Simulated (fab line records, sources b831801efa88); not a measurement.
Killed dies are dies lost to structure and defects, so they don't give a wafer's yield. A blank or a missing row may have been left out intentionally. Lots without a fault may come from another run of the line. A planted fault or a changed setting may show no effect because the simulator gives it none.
fab line records | flow gf180mcu
record: lots: 24 | wafers: 72 | lastDay: 34
route steps=602 shown VT_IMPLANT@133 NSD@247 M1@330 V1@352 V4@493 MIM@507
lots that met no fault: taken from a fault-free run of the same line
startH: hours from the record's opening day to when the first of the lot's shown wafers began | waitH: hours from the lot's prior step to this one | " unchanged from the row above | L1.1+2: one row covering several wafers at once | - no value present, or no start provided | * or withheld: withheld | < > ~ a bound
route shown NAME@n: a module of which the file shows steps, and the number in the route of the first | usual: mean/standard deviation of fault-free wafers | same: alike in all rows | chamber/n: place in a boat | sites: per-site readings | _std_site: their standard deviation | _edge_site: mean of outer sites minus mean of inner sites | radiusMm: how far each site lies from the wafer's centre | mask NAME#n: copy n | behind: the most recent tool/chamber to have shaped the wafer | hold: reason for holding the lot/hours on hold/outcome of the hold | device: transistor that didn't switch, given as n, p or np | end of line: tests of these same wafers at the route's end | for a step that has no rows: nothing shown but its recipe | killed: the dies lost at the first sort to structure and to defects; this is not the yield of the wafer | map: per-die view of a wafer (x killed, . not killed, _ where there is no die)
set.NAME: the run value of the setting; set.NAME@STEP: its run value at that earlier step | model.NAME: the simulator's own value behind a step, which no gauge read
a sample of lots followed through the steps of the route, with each step as a table and each wafer as a row
services: from which hour (startH, from the record's first day; less than 0 if before it) a tool's chamber was out of use, for how many hours, and why
== steps ==
step: GF_VT_IMPLANT_TW_MEAS_43
usual: VT_IMPLANT_4_TW: 690/3.6
lot.wafer | tool         | chamber | startH | waitH | VT_IMPLANT_4_TW
L074.2    | filmMetro-03 | -       | 156.11 | 0.1   | 694
L074.5    | "            | -       | "      | "     | 691
L074.6    | "            | -       | "      | "     | 692
L075.1    | filmMetro-02 | -       | 161.85 | 0.1   | 691
L075.2    | "            | -       | "      | "     | 686
L075.4    | "            | -       | "      | "     | 688
L076.1    | filmMetro-03 | -       | 169.45 | 0.1   | 693
L076.5    | "            | -       | "      | "     | 692
L076.6    | "            | -       | "      | "     | 694
L077.2    | filmMetro-03 | -       | 175.10 | 0.1   | 687
L077.4    | "            | -       | "      | "     | 691
L077.5    | "            | -       | "      | "     | 695
L078.1    | filmMetro-02 | -       | 179.00 | 0.1   | 687
L078.3    | "            | -       | "      | "     | 685
L078.4    | "            | -       | "      | "     | 689
L079.2    | filmMetro-03 | -       | 189.40 | 0.1   | 693
L079.5    | "            | -       | "      | "     | 692
L079.6    | "            | -       | "      | "     | 695
L080.1    | filmMetro-02 | -       | 194.94 | 0.1   | 688
L080.2    | "            | -       | "      | "     | 688
L080.4    | "            | -       | "      | "     | 690
L081.2    | filmMetro-03 | -       | 202.12 | 0.1   | 692
L081.5    | "            | -       | "      | "     | 689
L081.6    | "            | -       | "      | "     | 689
L082.2    | filmMetro-03 | -       | 212.25 | 0.1   | 687
L082.5    | "            | -       | "      | "     | 686
L082.6    | "            | -       | "      | "     | 685
L083.2    | filmMetro-02 | -       | 217.65 | 0.1   | 692
L083.5    | "            | -       | "      | "     | 691
L083.6    | "            | -       | "      | "     | 688
L084.1    | filmMetro-03 | -       | 224.84 | 0.1   | 688
L084.3    | "            | -       | "      | "     | 689
L084.6    | "            | -       | "      | "     | 688
L085.1    | filmMetro-03 | -       | 237.76 | 0.1   | 689
L085.2    | "            | -       | "      | "     | 690
L085.5    | "            | -       | "      | "     | 692
L086.1    | filmMetro-03 | -       | 249.29 | 0.1   | 687
L086.5    | "            | -       | "      | "     | 684
L086.6    | "            | -       | "      | "     | 691
L087.1    | filmMetro-03 | -       | 249.89 | 0.1   | 688
L087.4    | "            | -       | "      | "     | 685
L087.5    | "            | -       | "      | "     | 688
L088.1    | filmMetro-01 | -       | 252.04 | 0.1   | 692
L088.4    | "            | -       | "      | "     | 693
L088.6    | "            | -       | "      | "     | 690
L089.1    | filmMetro-01 | -       | 257.51 | 0.1   | 692
L089.4    | "            | -       | "      | "     | 696
L089.5    | "            | -       | "      | "     | 691
L091.3    | filmMetro-03 | -       | 270.51 | 0.1   | 687
L091.4    | "            | -       | "      | "     | 690
L091.6    | "            | -       | "      | "     | 686
L090.1    | filmMetro-02 | -       | 271.10 | 0.1   | 685
L090.2    | "            | -       | "      | "     | 691
L090.3    | "            | -       | "      | "     | 692
L092.1    | filmMetro-01 | -       | 280.20 | 0.1   | 697
L092.3    | "            | -       | "      | "     | 692
L092.4    | "            | -       | "      | "     | 695
L093.1    | filmMetro-03 | -       | 287.10 | 0.1   | 689
L093.2    | "            | -       | "      | "     | 688
L093.3    | "            | -       | "      | "     | 693
L094.1    | filmMetro-01 | -       | 290.90 | 0.1   | 702
L094.2    | "            | -       | "      | "     | 698
L094.3    | "            | -       | "      | "     | 696
L095.1    | filmMetro-03 | -       | 296.76 | 0.1   | 690
L095.2    | "            | -       | "      | "     | 689
L095.5    | "            | -       | "      | "     | 689
L096.3    | filmMetro-02 | -       | 305.07 | 0.1   | 692
L096.5    | "            | -       | "      | "     | 687
L096.6    | "            | -       | "      | "     | 688
L097.2    | filmMetro-03 | -       | 309.26 | 0.1   | 692
L097.3    | "            | -       | "      | "     | 693
L097.5    | "            | -       | "      | "     | 694
step: GF_NSD_TW_MEAS_12
usual: NSD_TW: 4264/28
lot.wafer | tool         | chamber | startH | waitH | NSD_TW
L074.2    | filmMetro-01 | -       | 297.22 | 0.1   | 4291
L074.5    | "            | -       | "      | "     | 4320
L074.6    | "            | -       | "      | "     | 4312
L075.1    | filmMetro-03 | -       | 300.87 | 0.1   | 4270
L075.2    | "            | -       | "      | "     | 4250
L075.4    | "            | -       | "      | "     | 4247
L076.1    | filmMetro-02 | -       | 308.56 | 0.1   | 4239
L076.5    | "            | -       | "      | "     | 4224
L076.6    | "            | -       | "      | "     | 4236
L077.2    | filmMetro-03 | -       | 320.43 | 0.1   | 4292
L077.4    | "            | -       | "      | "     | 4258
L077.5    | "            | -       | "      | "     | 4265
L078.1    | filmMetro-03 | -       | 320.87 | 0.1   | 4277
L078.3    | "            | -       | "      | "     | 4280
L078.4    | "            | -       | "      | "     | 4276
L079.2    | filmMetro-01 | -       | 333.93 | 0.1   | 4266
L079.5    | "            | -       | "      | "     | 4253
L079.6    | "            | -       | "      | "     | 4274
L080.1    | filmMetro-03 | -       | 343.57 | 0.1   | 4256
L080.2    | "            | -       | "      | "     | 4249
L080.4    | "            | -       | "      | "     | 4227
L081.2    | filmMetro-02 | -       | 350.23 | 0.1   | 4227
L081.5    | "            | -       | "      | "     | 4244
L081.6    | "            | -       | "      | "     | 4240
L082.2    | filmMetro-03 | -       | 363.78 | 0.1   | 4216
L082.5    | "            | -       | "      | "     | 4247
L082.6    | "            | -       | "      | "     | 4227
L083.2    | filmMetro-03 | -       | 371.32 | 0.1   | 4275
L083.5    | "            | -       | "      | "     | 4255
L083.6    | "            | -       | "      | "     | 4259
L084.1    | filmMetro-01 | -       | 378.07 | 0.1   | 4310
L084.3    | "            | -       | "      | "     | 4314
L084.6    | "            | -       | "      | "     | 4299
L085.1    | filmMetro-03 | -       | 393.47 | 0.1   | 4263
L085.2    | "            | -       | "      | "     | 4265
L085.5    | "            | -       | "      | "     | 4256
L086.1    | filmMetro-01 | -       | 410.57 | 0.1   | 4305
L086.5    | "            | -       | "      | "     | 4269
L086.6    | "            | -       | "      | "     | 4277
L087.1    | filmMetro-01 | -       | 415.30 | 0.1   | 4294
L087.4    | "            | -       | "      | "     | 4294
L087.5    | "            | -       | "      | "     | 4287
L088.1    | filmMetro-02 | -       | 415.60 | 0.1   | 4229
L088.4    | "            | -       | "      | "     | 4245
L088.6    | "            | -       | "      | "     | 4224
L089.1    | filmMetro-01 | -       | 419.17 | 0.1   | 4291
L089.4    | "            | -       | "      | "     | 4294
L089.5    | "            | -       | "      | "     | 4308
L090.1    | filmMetro-03 | -       | 434.20 | 0.1   | 4235
L090.2    | "            | -       | "      | "     | 4226
L090.3    | "            | -       | "      | "     | 4240
L091.3    | filmMetro-02 | -       | 437.39 | 0.1   | 4278
L091.4    | "            | -       | "      | "     | 4264
L091.6    | "            | -       | "      | "     | 4250
L092.1    | filmMetro-02 | -       | 447.82 | 0.1   | 4236
L092.3    | "            | -       | "      | "     | 4250
L092.4    | "            | -       | "      | "     | 4266
L093.1    | filmMetro-02 | -       | 452.87 | 0.1   | 4287
L093.2    | "            | -       | "      | "     | 4275
L093.3    | "            | -       | "      | "     | 4260
L094.1    | filmMetro-01 | -       | 460.07 | 0.1   | 4278
L094.2    | "            | -       | "      | "     | 4289
L094.3    | "            | -       | "      | "     | 4284
L095.1    | filmMetro-03 | -       | 468.77 | 0.1   | 4240
L095.2    | "            | -       | "      | "     | 4260
L095.5    | "            | -       | "      | "     | 4261
L096.3    | filmMetro-02 | -       | 474.89 | 0.1   | 4255
L096.5    | "            | -       | "      | "     | 4225
L096.6    | "            | -       | "      | "     | 4238
L097.2    | filmMetro-01 | -       | 481.16 | 0.1   | 4267
L097.3    | "            | -       | "      | "     | 4319
L097.5    | "            | -       | "      | "     | 4282
step: GF_M1_OVL_MEAS_15
usual: M1_OVL: 4/5.2
lot.wafer | tool       | chamber | startH | waitH | M1_OVL[nm]
L074.2    | overlay-01 | -       | 387.54 | 0.1   | 8
L074.5    | "          | -       | "      | "     | 1
L074.6    | "          | -       | "      | "     | 2
L075.1    | overlay-01 | -       | 391.92 | 0.1   | 1
L075.2    | "          | -       | "      | "     | 4
L075.4    | "          | -       | "      | "     | 6
L076.1    | overlay-01 | -       | 401.39 | 0.1   | 4
L076.5    | "          | -       | "      | "     | 2
L076.6    | "          | -       | "      | "     | 11
L077.2    | overlay-01 | -       | 414.64 | 0.1   | 10
L077.4    | "          | -       | "      | "     | 4
L077.5    | "          | -       | "      | "     | 14
L078.1    | overlay-01 | -       | 415.52 | 0.1   | -1
L078.3    | "          | -       | "      | "     | 2
L078.4    | "          | -       | "      | "     | -1
L079.2    | overlay-01 | -       | 427.97 | 0.1   | -1
L079.5    | "          | -       | "      | "     | 2
L079.6    | "          | -       | "      | "     | 1
L080.1    | overlay-02 | -       | 438.57 | 0.1   | 10
L080.2    | "          | -       | "      | "     | 4
L080.4    | "          | -       | "      | "     | 8
L081.2    | overlay-01 | -       | 445.09 | 0.1   | 9
L081.5    | "          | -       | "      | "     | 9
L081.6    | "          | -       | "      | "     | 3
L082.2    | overlay-02 | -       | 458.92 | 0.1   | 8
L082.5    | "          | -       | "      | "     | 8
L082.6    | "          | -       | "      | "     | 8
L083.2    | overlay-02 | -       | 468.02 | 0.1   | 3
L083.5    | "          | -       | "      | "     | 0
L083.6    | "          | -       | "      | "     | 2
L084.1    | overlay-01 | -       | 474.79 | 0.1   | 0
L084.3    | "          | -       | "      | "     | 6
L084.6    | "          | -       | "      | "     | -5
L085.1    | overlay-01 | -       | 492.03 | 0.1   | 1
L085.2    | "          | -       | "      | "     | -1
L085.5    | "          | -       | "      | "     | 4
L086.1    | overlay-01 | -       | 506.38 | 0.1   | 0
L086.5    | "          | -       | "      | "     | 7
L086.6    | "          | -       | "      | "     | -2
L087.1    | overlay-02 | -       | 511.77 | 0.1   | 6
L087.4    | "          | -       | "      | "     | 3
L087.5    | "          | -       | "      | "     | 3
L088.1    | overlay-01 | -       | 511.89 | 0.1   | 10
L088.4    | "          | -       | "      | "     | 17
L088.6    | "          | -       | "      | "     | 9
L089.1    | overlay-02 | -       | 517.03 | 0.1   | 3
L089.4    | "          | -       | "      | "     | 10
L089.5    | "          | -       | "      | "     | 12
L090.1    | overlay-01 | -       | 530.83 | 0.1   | 10
L090.2    | "          | -       | "      | "     | 3
L090.3    | "          | -       | "      | "     | 9
L091.3    | overlay-02 | -       | 534.00 | 0.1   | -1
L091.4    | "          | -       | "      | "     | 2
L091.6    | "          | -       | "      | "     | 0
L092.1    | overlay-02 | -       | 544.23 | 0.1   | 5
L092.3    | "          | -       | "      | "     | 0
L092.4    | "          | -       | "      | "     | 3
L093.1    | overlay-01 | -       | 550.33 | 0.1   | 0
L093.2    | "          | -       | "      | "     | -2
L093.3    | "          | -       | "      | "     | -7
L094.1    | overlay-01 | -       | 556.58 | 0.1   | 11
L094.2    | "          | -       | "      | "     | 11
L094.3    | "          | -       | "      | "     | 10
L095.1    | overlay-02 | -       | 563.03 | 0.1   | 3
L095.2    | "          | -       | "      | "     | 6
L095.5    | "          | -       | "      | "     | 5
L096.3    | overlay-02 | -       | 569.59 | 0.1   | -7
L096.5    | "          | -       | "      | "     | -4
L096.6    | "          | -       | "      | "     | -6
L097.2    | overlay-02 | -       | 575.49 | 0.1   | 8
L097.3    | "          | -       | "      | "     | 6
L097.5    | "          | -       | "      | "     | 9
step: GF_V1_ETCH_17
recipe: chemistry: C4F8/O2/Ar | maskMaterial: KrF | target: SiO2 | stopOn: TiN | sourceW: 1500 | biasW: 1200 | pressureMtorr: 40 | c4f8FlowSccm: withheld | O2_flow_sccm: 6 | Ar_flow_sccm: 300 | timeS: withheld | targetDepthA: 6300
usual: chamberPressureMTorr: 40.00/0.037 | oesProductAu: 0.856/0.0043
lot.wafer | tool       | chamber | startH | waitH | chamberPressureMTorr | oesProductAu
L074.2    | rieDiel-04 | 1       | -      | -     | 39.99                | 0.855
L074.5    | "          | 0       | "      | "     | 40.03                | 0.858
L074.6    | "          | 1       | "      | "     | 40.04                | 0.856
L075.1    | rieDiel-01 | 2       | -      | -     | 39.93                | 0.860
L075.2    | "          | 0       | "      | "     | 40.03                | 0.854
L075.4    | "          | 3       | "      | "     | 40.03                | 0.849
L076.1    | rieDiel-01 | 0       | -      | -     | 40.00                | 0.853
L076.5    | "          | 0       | "      | "     | 40.03                | 0.851
L076.6    | "          | 3       | "      | "     | 40.07                | 0.857
L077.2    | rieDiel-04 | 3       | -      | -     | 39.96                | 0.861
L077.4    | "          | 2       | "      | "     | 40.01                | 0.857
L077.5    | "          | 0       | "      | "     | 39.97                | 0.854
L078.1    | rieDiel-02 | 0       | -      | -     | 40.06                | 0.851
L078.3    | "          | 3       | "      | "     | 39.93                | 0.857
L078.4    | "          | 1       | "      | "     | 39.97                | 0.854
L079.2    | rieDiel-01 | 0       | -      | -     | 40.06                | 0.859
L079.5    | "          | 3       | "      | "     | 40.03                | 0.866
L079.6    | "          | 0       | "      | "     | 39.96                | 0.861
L080.1    | rieDiel-04 | 2       | -      | -     | 40.03                | 0.853
L080.2    | "          | 1       | "      | "     | 39.96                | 0.858
L080.4    | "          | 0       | "      | "     | 40.00                | 0.856
L081.2    | rieDiel-02 | 1       | -      | -     | 40.00                | 0.858
L081.5    | "          | 3       | "      | "     | 40.03                | 0.854
L081.6    | "          | 1       | "      | "     | 40.00                | 0.860
L082.2    | rieDiel-02 | 2       | -      | -     | 39.95                | 0.854
L082.5    | "          | 1       | "      | "     | 40.00                | 0.859
L082.6    | "          | 2       | "      | "     | 40.02                | 0.860
L083.2    | rieDiel-02 | 2       | -      | -     | 40.00                | 0.856
L083.5    | "          | 3       | "      | "     | 40.03                | 0.850
L083.6    | "          | 2       | "      | "     | 39.98                | 0.855
L084.1    | rieDiel-01 | 1       | -      | -     | 39.97                | 0.852
L084.3    | "          | 0       | "      | "     | 40.04                | 0.856
L084.6    | "          | 3       | "      | "     | 40.04                | 0.854
L085.1    | rieDiel-04 | 2       | -      | -     | 39.99                | 0.857
L085.2    | "          | 3       | "      | "     | 39.99                | 0.868
L085.5    | "          | 2       | "      | "     | 39.96                | 0.856
L086.1    | rieDiel-02 | 0       | -      | -     | 39.97                | 0.854
L086.5    | "          | 0       | "      | "     | 40.04                | 0.855
L086.6    | "          | 3       | "      | "     | 40.05                | 0.848
L087.1    | rieDiel-04 | 3       | -      | -     | 40.01                | 0.854
L087.4    | "          | 0       | "      | "     | 40.01                | 0.863
L087.5    | "          | 3       | "      | "     | 39.99                | 0.862
L088.1    | rieDiel-01 | 1       | -      | -     | 40.01                | 0.855
L088.4    | "          | 0       | "      | "     | 40.04                | 0.862
L088.6    | "          | 2       | "      | "     | 40.02                | 0.854
L089.1    | rieDiel-04 | 1       | -      | -     | 40.04                | 0.862
L089.4    | "          | 2       | "      | "     | 40.03                | 0.857
L089.5    | "          | 0       | "      | "     | 40.05                | 0.852
L090.1    | rieDiel-02 | 3       | -      | -     | 39.96                | 0.856
L090.2    | "          | 2       | "      | "     | 40.00                | 0.860
L090.3    | "          | 1       | "      | "     | 40.00                | 0.849
L091.3    | rieDiel-01 | 0       | -      | -     | 40.01                | 0.852
L091.4    | "          | 2       | "      | "     | 40.01                | 0.858
L091.6    | "          | 0       | "      | "     | 39.94                | 0.852
L092.1    | rieDiel-04 | 0       | -      | -     | 39.97                | 0.854
L092.3    | "          | 1       | "      | "     | 40.01                | 0.858
L092.4    | "          | 3       | "      | "     | 39.98                | 0.857
L093.1    | rieDiel-04 | 2       | -      | -     | 40.01                | 0.860
L093.2    | "          | 0       | "      | "     | 40.08                | 0.853
L093.3    | "          | 3       | "      | "     | 39.90                | 0.851
L094.1    | rieDiel-04 | 2       | -      | -     | 40.04                | 0.860
L094.2    | "          | 0       | "      | "     | 39.98                | 0.853
L094.3    | "          | 3       | "      | "     | 39.98                | 0.863
L095.1    | rieDiel-01 | 2       | -      | -     | 40.04                | 0.853
L095.2    | "          | 1       | "      | "     | 40.07                | 0.850
L095.5    | "          | 3       | "      | "     | 40.09                | 0.855
L096.3    | rieDiel-01 | 1       | -      | -     | 39.98                | 0.863
L096.5    | "          | 2       | "      | "     | 40.02                | 0.869
L096.6    | "          | 1       | "      | "     | 39.95                | 0.855
L097.2    | rieDiel-04 | 1       | -      | -     | 39.97                | 0.850
L097.3    | "          | 2       | "      | "     | 40.05                | 0.855
L097.5    | "          | 0       | "      | "     | 40.02                | 0.862
step: GF_V4_ETCH_17
recipe: chemistry: C4F8/O2/Ar | maskMaterial: KrF | target: SiO2 | stopOn: TiN | sourceW: 1500 | biasW: 1200 | pressureMtorr: 40 | c4f8FlowSccm: withheld | O2_flow_sccm: 6 | Ar_flow_sccm: 300 | timeS: withheld | targetDepthA: 6300
usual: chamberPressureMTorr: 40.00/0.036 | oesProductAu: 0.856/0.0048
lot.wafer | tool       | chamber | startH | waitH | chamberPressureMTorr | oesProductAu
L074.2    | rieDiel-04 | 1       | -      | -     | 39.96                | 0.857
L074.5    | "          | 1       | "      | "     | 39.96                | 0.854
L074.6    | "          | 3       | "      | "     | 39.94                | 0.857
L075.1    | rieDiel-02 | 1       | -      | -     | 39.96                | 0.861
L075.2    | "          | 0       | "      | "     | 40.05                | 0.860
L075.4    | "          | 2       | "      | "     | 39.99                | 0.863
L076.1    | rieDiel-03 | 0       | -      | -     | 40.00                | 0.859
L076.5    | "          | 3       | "      | "     | 39.98                | 0.855
L076.6    | "          | 2       | "      | "     | 40.03                | 0.863
L077.2    | rieDiel-04 | 3       | -      | -     | 39.94                | 0.846
L077.4    | "          | 0       | "      | "     | 39.99                | 0.861
L077.5    | "          | 0       | "      | "     | 39.96                | 0.851
L078.1    | rieDiel-03 | 1       | -      | -     | 39.94                | 0.865
L078.3    | "          | 2       | "      | "     | 39.98                | 0.853
L078.4    | "          | 0       | "      | "     | 40.01                | 0.850
L079.2    | rieDiel-04 | 2       | -      | -     | 39.98                | 0.857
L079.5    | "          | 0       | "      | "     | 39.97                | 0.849
L079.6    | "          | 1       | "      | "     | 40.04                | 0.857
L080.1    | rieDiel-04 | 2       | -      | -     | 39.98                | 0.857
L080.2    | "          | 3       | "      | "     | 40.01                | 0.851
L080.4    | "          | 3       | "      | "     | 39.94                | 0.859
L081.2    | rieDiel-02 | 1       | -      | -     | 40.05                | 0.856
L081.5    | "          | 2       | "      | "     | 39.99                | 0.862
L081.6    | "          | 3       | "      | "     | 39.94                | 0.847
L082.2    | rieDiel-04 | 3       | -      | -     | 39.98                | 0.855
L082.5    | "          | 1       | "      | "     | 40.06                | 0.859
L082.6    | "          | 0       | "      | "     | 40.00                | 0.861
L083.2    | rieDiel-04 | 2       | -      | -     | 39.94                | 0.854
L083.5    | "          | 0       | "      | "     | 40.01                | 0.858
L083.6    | "          | 3       | "      | "     | 39.97                | 0.850
L084.1    | rieDiel-02 | 2       | -      | -     | 39.99                | 0.859
L084.3    | "          | 3       | "      | "     | 40.03                | 0.854
L084.6    | "          | 2       | "      | "     | 40.00                | 0.860
L085.1    | rieDiel-02 | 3       | -      | -     | 40.05                | 0.857
L085.2    | "          | 0       | "      | "     | 40.04                | 0.851
L085.5    | "          | 1       | "      | "     | 39.98                | 0.856
L086.1    | rieDiel-02 | 3       | -      | -     | 40.04                | 0.857
L086.5    | "          | 2       | "      | "     | 40.00                | 0.860
L086.6    | "          | 1       | "      | "     | 39.98                | 0.864
L087.1    | rieDiel-03 | 2       | -      | -     | 40.03                | 0.855
L087.4    | "          | 1       | "      | "     | 39.95                | 0.868
L087.5    | "          | 2       | "      | "     | 40.02                | 0.853
L088.1    | rieDiel-02 | 2       | -      | -     | 40.07                | 0.858
L088.4    | "          | 0       | "      | "     | 39.97                | 0.850
L088.6    | "          | 1       | "      | "     | 40.01                | 0.854
L089.1    | rieDiel-02 | 0       | -      | -     | 39.99                | 0.860
L089.4    | "          | 2       | "      | "     | 40.01                | 0.858
L089.5    | "          | 2       | "      | "     | 40.00                | 0.850
L090.1    | rieDiel-04 | 0       | -      | -     | 40.00                | 0.860
L090.2    | "          | 1       | "      | "     | 39.99                | 0.859
L090.3    | "          | 3       | "      | "     | 39.98                | 0.854
L091.3    | rieDiel-02 | 0       | -      | -     | 40.00                | 0.863
L091.4    | "          | 2       | "      | "     | 39.94                | 0.863
L091.6    | "          | 1       | "      | "     | 40.06                | 0.858
L092.1    | rieDiel-04 | 0       | -      | -     | 40.03                | 0.855
L092.3    | "          | 1       | "      | "     | 40.04                | 0.855
L092.4    | "          | 1       | "      | "     | 39.91                | 0.853
L093.1    | rieDiel-03 | 1       | -      | -     | 40.03                | 0.851
L093.2    | "          | 2       | "      | "     | 39.99                | 0.856
L093.3    | "          | 3       | "      | "     | 40.06                | 0.848
L094.1    | rieDiel-02 | 1       | -      | -     | 40.02                | 0.851
L094.2    | "          | 3       | "      | "     | 39.99                | 0.854
L094.3    | "          | 0       | "      | "     | 40.03                | 0.858
L095.1    | rieDiel-03 | 3       | -      | -     | 39.97                | 0.857
L095.2    | "          | 0       | "      | "     | 40.02                | 0.855
L095.5    | "          | 3       | "      | "     | 40.06                | 0.848
L096.3    | rieDiel-03 | 3       | -      | -     | 40.00                | 0.860
L096.5    | "          | 3       | "      | "     | 39.93                | 0.861
L096.6    | "          | 0       | "      | "     | 40.01                | 0.856
L097.2    | rieDiel-02 | 2       | -      | -     | 40.03                | 0.850
L097.3    | "          | 0       | "      | "     | 40.00                | 0.851
L097.5    | "          | 1       | "      | "     | 39.99                | 0.861
step: GF_MIM_SPUTTER_04
recipe: material: TiN | targetThkNm: 50 | powerW: 6500 | timeS: 41.7 | chamberPressurePa: 0.4
usual: throttleValvePct: 30.4/1.2
lot.wafer | tool          | chamber | startH | waitH | throttleValvePct
L074.2    | pvdSputter-02 | -       | 560.92 | 0.0   | 29.7
L074.5    | "             | -       | "      | "     | 28.7
L074.6    | "             | -       | "      | "     | 30.2
L075.1    | pvdSputter-04 | -       | 566.69 | 0.0   | 29.8
L075.2    | "             | -       | "      | "     | 30.7
L075.4    | "             | -       | "      | "     | 31.9
L076.1    | pvdSputter-01 | -       | 573.20 | 0.0   | 30.4
L076.5    | "             | -       | "      | "     | 30.3
L076.6    | "             | -       | "      | "     | 28.8
L077.2    | pvdSputter-01 | -       | 586.84 | 0.0   | 29.0
L077.4    | "             | -       | "      | "     | 30.2
L077.5    | "             | -       | "      | "     | 30.3
L078.1    | pvdSputter-01 | -       | 587.98 | 0.0   | 28.9
L078.3    | "             | -       | "      | "     | 29.0
L078.4    | "             | -       | "      | "     | 30.2
L079.2    | pvdSputter-01 | -       | 601.34 | 0.0   | 29.1
L079.5    | "             | -       | "      | "     | 29.1
L079.6    | "             | -       | "      | "     | 28.6
L080.1    | pvdSputter-02 | -       | 609.59 | 0.0   | 28.8
L080.2    | "             | -       | "      | "     | 29.9
L080.4    | "             | -       | "      | "     | 30.0
L081.2    | pvdSputter-01 | -       | 615.80 | 0.0   | 28.7
L081.5    | "             | -       | "      | "     | 30.2
L081.6    | "             | -       | "      | "     | 28.9
L082.2    | pvdSputter-04 | -       | 630.83 | 0.0   | 29.7
L082.5    | "             | -       | "      | "     | 32.2
L082.6    | "             | -       | "      | "     | 30.9
L083.2    | pvdSputter-02 | -       | 636.89 | 0.0   | 32.1
L083.5    | "             | -       | "      | "     | 32.0
L083.6    | "             | -       | "      | "     | 29.7
L084.1    | pvdSputter-04 | -       | 641.49 | 0.0   | 29.6
L084.3    | "             | -       | "      | "     | 32.0
L084.6    | "             | -       | "      | "     | 30.8
L085.1    | pvdSputter-01 | -       | 656.10 | 0.0   | 28.6
L085.2    | "             | -       | "      | "     | 30.4
L085.5    | "             | -       | "      | "     | 30.4
L086.1    | pvdSputter-01 | -       | 669.78 | 0.0   | 28.9
L086.5    | "             | -       | "      | "     | 29.0
L086.6    | "             | -       | "      | "     | 30.2
L087.1    | pvdSputter-04 | -       | 674.63 | 0.0   | 31.0
L087.4    | "             | -       | "      | "     | 31.6
L087.5    | "             | -       | "      | "     | 31.0
L088.1    | pvdSputter-01 | -       | 674.76 | 0.0   | 28.8
L088.4    | "             | -       | "      | "     | 29.0
L088.6    | "             | -       | "      | "     | 28.9
L089.1    | pvdSputter-02 | -       | 678.57 | 0.0   | 32.0
L089.4    | "             | -       | "      | "     | 29.8
L089.5    | "             | -       | "      | "     | 29.8
L090.1    | pvdSputter-01 | -       | 688.61 | 0.0   | 29.9
L090.2    | "             | -       | "      | "     | 30.4
L090.3    | "             | -       | "      | "     | 28.9
L091.3    | pvdSputter-04 | -       | 692.74 | 0.0   | 32.2
L091.4    | "             | -       | "      | "     | 31.9
L091.6    | "             | -       | "      | "     | 31.8
L092.1    | pvdSputter-04 | -       | 700.37 | 0.0   | 32.6
L092.3    | "             | -       | "      | "     | 31.9
L092.4    | "             | -       | "      | "     | 30.9
L093.1    | pvdSputter-04 | -       | 705.64 | 0.0   | 29.6
L093.2    | "             | -       | "      | "     | 32.2
L093.3    | "             | -       | "      | "     | 31.0
L094.1    | pvdSputter-04 | -       | 708.39 | 0.0   | 30.9
L094.2    | "             | -       | "      | "     | 31.8
L094.3    | "             | -       | "      | "     | 29.6
L095.1    | pvdSputter-04 | -       | 715.16 | 0.0   | 30.8
L095.2    | "             | -       | "      | "     | 29.8
L095.5    | "             | -       | "      | "     | 32.0
L096.3    | pvdSputter-04 | -       | 721.95 | 0.0   | 32.1
L096.5    | "             | -       | "      | "     | 29.9
L096.6    | "             | -       | "      | "     | 31.9
L097.2    | pvdSputter-02 | -       | 726.28 | 0.0   | 30.3
L097.3    | "             | -       | "      | "     | 31.7
L097.5    | "             | -       | "      | "     | 31.6
== services ==
tool          | chamber | startH | hours | kind
pvdSputter-04 | -       | 438.10 | 4.2   | repair
rieDiel-02    | 2       | 461.41 | 3.3   | repair
rieDiel-02    | 0       | 468.18 | 8.3   | repair
pvdSputter-04 | -       | 476.21 | 8.3   | repair
rieDiel-04    | 0       | 491.29 | 3.8   | repair
rieDiel-04    | -       | 502.83 | 2.3   | repair
rieDiel-02    | 1       | 505.40 | 4.3   | repair
rieDiel-02    | -       | 505.79 | 0.3   | repair
rieDiel-04    | 0       | 508.61 | 9.0   | repair
pvdSputter-04 | -       | 544.00 | 1.8   | repair
rieDiel-04    | 0       | 558.90 | 4.9   | repair
rieDiel-02    | -       | 572.82 | 0.3   | repair
rieDiel-02    | 1       | 583.96 | 7.7   | repair
pvdSputter-04 | -       | 597.29 | 5.3   | repair
rieDiel-04    | 0       | 604.87 | 5.7   | repair
pvdSputter-04 | -       | 605.57 | 1.6   | repair
rieDiel-04    | -       | 632.36 | 0.3   | repair
pvdSputter-04 | -       | 646.82 | 2.0   | repair
rieDiel-04    | 0       | 650.87 | 8.7   | repair
rieDiel-02    | -       | 655.92 | 1.0   | repair
rieDiel-04    | -       | 671.17 | 2.4   | repair
rieDiel-02    | -       | 692.90 | 0.7   | repair
rieDiel-04    | 2       | 693.73 | 6.5   | repair
pvdSputter-04 | -       | 695.41 | 4.7   | repair
== key ==
fault none
